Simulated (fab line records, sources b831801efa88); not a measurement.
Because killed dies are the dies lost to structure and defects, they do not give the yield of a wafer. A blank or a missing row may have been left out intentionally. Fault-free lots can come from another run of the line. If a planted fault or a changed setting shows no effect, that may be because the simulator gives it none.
One fault seen from 2 desks    flow sky130    only its own numbers are on each desk; what lay behind them is given at the end

AT THE TOOL OWNER'S DESK: litho track-03
For each lot that ran on this tool, the mean over its sampled wafers that have a number, from the tool's own readings at SKY_VIA2_PEB_10. Any lot whose mean is over 4 standard deviations away from the usual mean is out of limits and marked OUT; that distance is given in the brackets.
Columns: A = exhaust pa at SKY_VIA2_PEB_10, usual 44.9 Pa
lot   first seen here  A
L173  day 37 11:00     44.6
L176  day 38 07:00     45.9
L189  day 42 00:00     45.4
This desk's finding: nothing out of limits on any of the 3 lots.

THE METROLOGY DESK
What the gauges read, lot by lot, whatever tool the lot ran on: means of the sampled wafers that have a number. Any lot whose mean is over 4 standard deviations away from the usual mean is out of limits and marked OUT; that distance is given in the brackets.
Columns: A = METAL2_ALCU_THK at SKY_METAL2_THK_MEAS_06, usual 249.1 nm
lot   first seen here  A
L171  day 34 22:37     246.3
L173  day 35 08:10     248.3
L174  day 35 15:38     245.4
L175  day 36 00:59     246.6
L176  day 36 04:00     251.4
L177  day 36 15:31     247.0
L179  day 37 04:05     249.3
L184  day 38 16:39     247.8
L187  day 39 13:22     250.0
L188  day 39 18:29     249.5
L189  day 39 21:07     248.4
L190  day 40 05:39     247.1
L191  day 40 11:06     248.4
L193  day 41 03:31     251.2
This desk's finding: nothing out of limits on any of the 14 lots.

TAKEN TOGETHER
Nothing out of limits was seen by the tool owner's desk.
From the metrology desk's view, nothing was out of limits.

WHAT THE SIMULATOR HAD PUT IN
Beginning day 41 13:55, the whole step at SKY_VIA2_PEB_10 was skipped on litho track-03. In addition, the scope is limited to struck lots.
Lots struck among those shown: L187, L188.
